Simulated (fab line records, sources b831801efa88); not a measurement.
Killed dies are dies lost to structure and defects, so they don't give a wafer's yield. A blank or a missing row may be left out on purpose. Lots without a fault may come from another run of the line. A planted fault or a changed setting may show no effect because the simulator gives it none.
A struck lot beside a sound one | flow sky130 | 14 steps out of a route of 708
Sound: wafers L106.1, L106.3, L106.6. Struck: wafers L114.1, L114.2, L114.6. The cause comes at the end.
At each step with rows: each side's tool, then ch and its chambers, then its first start. Under that, the readings that differ: sound wafers | struck wafers | difference of the means | sigmas: that difference in standard deviations of wafers without a fault.
alike: readings whose means differ by less than 2 such deviations, and words and numbers that are the same on both sides. not compared: withheld readings, readings that some wafer has no value for, bounds like >300 that may hide the same value, and numbers for which the record gives no deviation and whose values overlap.
The two part at a step that has a row with sigmas, a row that says differs or no value, or rows on one side only. Numbers that don't overlap but have no deviation are shown without sigmas and don't part them. A reading that every wafer of one side lacks parts them only if that side has two wafers or more.

first, 3 steps without rows for these wafers: SKY_METAL3_CLEAN_21 (cleans in IPA, time 180 s); SKY_METAL3_CLEAN_22 (cleans in O3/DIW); SKY_VIA3_HDPCVD_00 (deposits SiO2, target thk 1635 nm, time 272.5 s).
SKY_VIA3_THK_MEAS_01:
  sound on film_metro-04, day 42 08:38; struck on film_metro-02, day 45 06:12
  alike: VIA3_HDPCVD_THK
SKY_VIA3_CMP_02: polishes SiO2.
  sound on cmp-01 ch 0,2,3, day 42 10:35; struck on cmp-02 ch 1,2,3, day 45 06:16
  alike: motor_current_A
SKY_VIA3_BOW_MEAS_03:
  sound on film_metro-03, day 42 10:53; struck on film_metro-02, day 45 06:34
  alike: VIA3_BOW
then, 6 steps without rows for these wafers: SKY_VIA3_DEHYDRATE_04 (time 60 s); SKY_VIA3_HMDS_05 (prime time 60 s); SKY_VIA3_COAT_06 (resist thk 60 nm); SKY_VIA3_COAT_07 (resist thk 450 nm); SKY_VIA3_SOFTBAKE_08 (time 90 s); SKY_VIA3_EXPOSE_09 (exposes mask VIM3, target cd 200 nm).
SKY_VIA3_PEB_10:
  sound on litho_track-01 ch 0, day 43 08:00; struck on litho_track-01, day 46 02:00
  reading         | sound          | struck | difference                    | sigmas
  exhaust_pa (Pa) | 45.6 46.1 45.6 | - - -  | no value on the struck wafers |
  not compared: chill_plate_temp_C
then, 1 step without rows for these wafers: SKY_VIA3_DEVELOP_11 (develop time 60 s).

WHERE THEY PART
Only at SKY_VIA3_PEB_10, within this record.

WHY: what the simulator had put in
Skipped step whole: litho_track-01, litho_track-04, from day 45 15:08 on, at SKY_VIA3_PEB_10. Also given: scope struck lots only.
